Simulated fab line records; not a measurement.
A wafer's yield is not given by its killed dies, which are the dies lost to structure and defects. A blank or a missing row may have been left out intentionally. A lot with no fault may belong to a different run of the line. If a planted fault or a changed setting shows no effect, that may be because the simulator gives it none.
Which tool was responsible? :: flow sky130 :: 11 lots, 33 wafers sampled, at 4 steps of a route of 708

## WHAT EACH GAUGE READ, for each wafer
SKY_SD_N_RS_MEAS_17: measures by four-point-probe.
lot: L842
measured: day 27 16:14
on: film metro-04
SD_P_RS (ohm/sq): 147.3 147.1 147.3

lot: L843
measured: day 28 07:52
on: film metro-03
SD_P_RS (ohm/sq): 146.8 146.6 146.5

lot: L844
measured: day 29 12:50
on: film metro-01
SD_P_RS (ohm/sq): 147.5 147.4 147.3

lot: L847
measured: day 30 02:02
on: film metro-04
SD_P_RS (ohm/sq): 146.9 146.9 146.8

lot: L851
measured: day 31 04:31
on: film metro-01
SD_P_RS (ohm/sq): 147.8 147.2 147.6

lot: L852
measured: day 31 04:50
on: film metro-04
SD_P_RS (ohm/sq): 147.5 148.0 147.4

lot: L853
measured: day 31 22:35
on: film metro-03
SD_P_RS (ohm/sq): 147.1 147.1 147.0

lot: L854
measured: day 31 22:38
on: film metro-01
SD_P_RS (ohm/sq): 147.2 147.4 147.6

lot: L855
measured: day 32 06:29
on: film metro-01
SD_P_RS (ohm/sq): 147.0 146.4 147.3

lot: L858
measured: day 32 14:34
on: film metro-03
SD_P_RS (ohm/sq): 147.4 147.3 146.9

lot: L859
measured: day 32 16:19
on: film metro-04
SD_P_RS (ohm/sq): 147.3 147.4 147.1

SKY_VIA1_CD_MEAS_12 targets a cd of 150 nm.
lot: L842
measured: day 33 14:07
on: cd sem-02
cd nm (nm): 151.4 149.8 150.0

lot: L843
measured: day 34 02:16
on: cd sem-01
cd nm (nm): 149.4 149.6 149.1

lot: L844
measured: day 35 05:27
on: cd sem-02
cd nm (nm): 151.9 150.4 152.4

lot: L847
measured: day 35 21:58
on: cd sem-02
cd nm (nm): 151.7 151.4 151.1

lot: L851
measured: day 36 21:53
on: cd sem-02
cd nm (nm): 149.1 149.8 147.9

lot: L852
measured: day 36 23:25
on: cd sem-02
cd nm (nm): 148.7 148.3 149.3

lot: L853
measured: day 37 14:38
on: cd sem-01
cd nm (nm): 150.8 151.6 150.0

lot: L854
measured: day 37 15:50
on: cd sem-02
cd nm (nm): 147.9 149.3 148.9

lot: L855
measured: day 38 00:17
on: cd sem-02
cd nm (nm): 147.3 146.4 148.4

lot: L858
measured: day 38 07:46
on: cd sem-01
cd nm (nm): 146.4 147.1 147.3

lot: L859
measured: day 38 09:15
on: cd sem-01
cd nm (nm): 83.3 150.7 154.0 83.2 151.1 154.3

## TOOL THAT RAN EACH LOT (tool first, then ch and the chambers of the sampled wafers, then the start)
lot: L842
SKY_METAL1_ETCH_18: rie metal-02 ch 0,1, day 32 10:27
SKY_VIA1_EXPOSE_09: krf scanner-02 ch 0, day 33 00:26

lot: L843
SKY_METAL1_ETCH_18: rie metal-02 ch 0, day 32 22:59
SKY_VIA1_EXPOSE_09: krf scanner-02 ch 0, day 33 14:25

lot: L844
SKY_METAL1_ETCH_18: rie metal-02 ch 0,1, day 34 02:48
SKY_VIA1_EXPOSE_09: krf scanner-02 ch 0, day 34 18:09

lot: L847
SKY_METAL1_ETCH_18: rie metal-04 ch 0,1, day 34 18:41
SKY_VIA1_EXPOSE_09: krf scanner-02 ch 0, day 35 08:35

lot: L851
SKY_METAL1_ETCH_18: rie metal-03 ch 0,1, day 35 19:32
SKY_VIA1_EXPOSE_09: krf scanner-01 ch 0, day 36 08:05

lot: L852
SKY_METAL1_ETCH_18: rie metal-03 ch 0,1, day 35 20:28
SKY_VIA1_EXPOSE_09: krf scanner-01 ch 0, day 36 09:37

lot: L853
SKY_METAL1_ETCH_18: rie metal-02 ch 0,1, day 36 12:01
SKY_VIA1_EXPOSE_09: krf scanner-02 ch 0, day 37 02:22

lot: L854
SKY_METAL1_ETCH_18: rie metal-04 ch 0,1, day 36 12:24
SKY_VIA1_EXPOSE_09: krf scanner-02 ch 0, day 37 02:56

lot: L855
SKY_METAL1_ETCH_18: rie metal-03 ch 0,1, day 36 21:17
SKY_VIA1_EXPOSE_09: krf scanner-01 ch 0, day 37 09:45

lot: L858
SKY_METAL1_ETCH_18: rie metal-03 ch 0,1, day 37 04:27
SKY_VIA1_EXPOSE_09: krf scanner-02 ch 0, day 37 19:29

lot: L859
SKY_METAL1_ETCH_18: rie metal-02 ch 1, day 37 05:19
SKY_VIA1_EXPOSE_09: krf scanner-01 ch 0, day 37 21:17
- SKY_METAL1_ETCH_18: etches BARC in N2/H2, stops on SiO2, time 45.9 s, target depth 60 nm.
- SKY_VIA1_EXPOSE_09: exposes mask VIM, target cd 150 nm.

## AS READ BY THE TOOLS THEMSELVES (means over the sampled wafers that have a number; for cases with no such wafer, the mark the record gives instead)
SKY_METAL1_ETCH_18.
lot: L842
tool: rie metal-02
drypump motor current A (A): 5.7
oes product au (a.u.): 0.856
rf fwd power W (W): 493.0
throttle valve pct (%): 13.220

lot: L843
tool: rie metal-02
drypump motor current A (A): 5.7
oes product au (a.u.): 0.854
rf fwd power W (W): 492.0
throttle valve pct (%): 13.227

lot: L844
tool: rie metal-02
drypump motor current A (A): 5.7
oes product au (a.u.): 0.851
rf fwd power W (W): 492.3
throttle valve pct (%): 13.225

lot: L847
tool: rie metal-04
drypump motor current A (A): 6.4
oes product au (a.u.): 0.854
rf fwd power W (W): 491.3
throttle valve pct (%): 13.228

lot: L851
tool: rie metal-03
drypump motor current A (A): 6.3
oes product au (a.u.): 0.854
rf fwd power W (W): 495.5
throttle valve pct (%): 13.227

lot: L852
tool: rie metal-03
drypump motor current A (A): 6.0
oes product au (a.u.): 0.852
rf fwd power W (W): 495.0
throttle valve pct (%): 13.225

lot: L853
tool: rie metal-02
drypump motor current A (A): 5.6
oes product au (a.u.): 0.855
rf fwd power W (W): 491.9
throttle valve pct (%): 13.228

lot: L854
tool: rie metal-04
drypump motor current A (A): 6.3
oes product au (a.u.): 0.853
rf fwd power W (W): 494.0
throttle valve pct (%): 13.230

lot: L855
tool: rie metal-03
drypump motor current A (A): 6.0
oes product au (a.u.): 0.856
rf fwd power W (W): 495.1
throttle valve pct (%): 13.235

lot: L858
tool: rie metal-03
drypump motor current A (A): 6.3
oes product au (a.u.): 0.858
rf fwd power W (W): 496.8
throttle valve pct (%): 13.217

lot: L859
tool: rie metal-02
drypump motor current A (A): 5.6
oes product au (a.u.): 0.851
rf fwd power W (W): 492.1
throttle valve pct (%): 13.222

SKY_VIA1_EXPOSE_09.
lot: L842
tool: krf scanner-02
stage vel mm s (mm/s): 500.20

lot: L843
tool: krf scanner-02
stage vel mm s (mm/s): 500.04

lot: L844
tool: krf scanner-02
stage vel mm s (mm/s): 500.04

lot: L847
tool: krf scanner-02
stage vel mm s (mm/s): 499.99

lot: L851
tool: krf scanner-01
stage vel mm s (mm/s): 500.00

lot: L852
tool: krf scanner-01
stage vel mm s (mm/s): 500.00

lot: L853
tool: krf scanner-02
stage vel mm s (mm/s): 499.74

lot: L854
tool: krf scanner-02
stage vel mm s (mm/s): 500.05

lot: L855
tool: krf scanner-01
stage vel mm s (mm/s): 499.84

lot: L858
tool: krf scanner-02
stage vel mm s (mm/s): 500.37

lot: L859
tool: krf scanner-01
stage vel mm s (mm/s): 500.10

## THE ANSWER, worked out from the rows above alone
Rule: the usual values come from the lots themselves. Put in order of their means at a reading, lots are off if they are a third of the lots or fewer, leave a main group of 4 or more, and stand apart from it by a gap of 3 or more times the standard deviation of the main group's means; of several such gaps the widest counts. A main group is skipped when, at the precision printed for the reading in the tables above, its means are all equal. A lot without any number at a reading at which 4 lots or more have one is off too. All remaining lots with rows at the step are treated as sound. The gauges are gone through in route order, then the tools' own readings, and for those a lot's mean is taken as printed above. At the first step where some lot is off, the reading lying furthest off is the one used; lots without a number count as furthest.
Off, at SKY_VIA1_CD_MEAS_12 on cd nm: L859. Mean 149.4 nm and standard deviation 1.5 in the main group.
If a tool, at a process step before that reading, ran all the lots that are off and no sound lot after the first of them, it fits. Those tools and the gauges at SKY_VIA1_CD_MEAS_12 are tried in the same way. Can't be told from this: 3 tools fit, rie metal-02 at SKY_METAL1_ETCH_18, krf scanner-01 at SKY_VIA1_EXPOSE_09, cd sem-01 at SKY_VIA1_CD_MEAS_12.

## WHAT THE SIMULATOR PUT IN
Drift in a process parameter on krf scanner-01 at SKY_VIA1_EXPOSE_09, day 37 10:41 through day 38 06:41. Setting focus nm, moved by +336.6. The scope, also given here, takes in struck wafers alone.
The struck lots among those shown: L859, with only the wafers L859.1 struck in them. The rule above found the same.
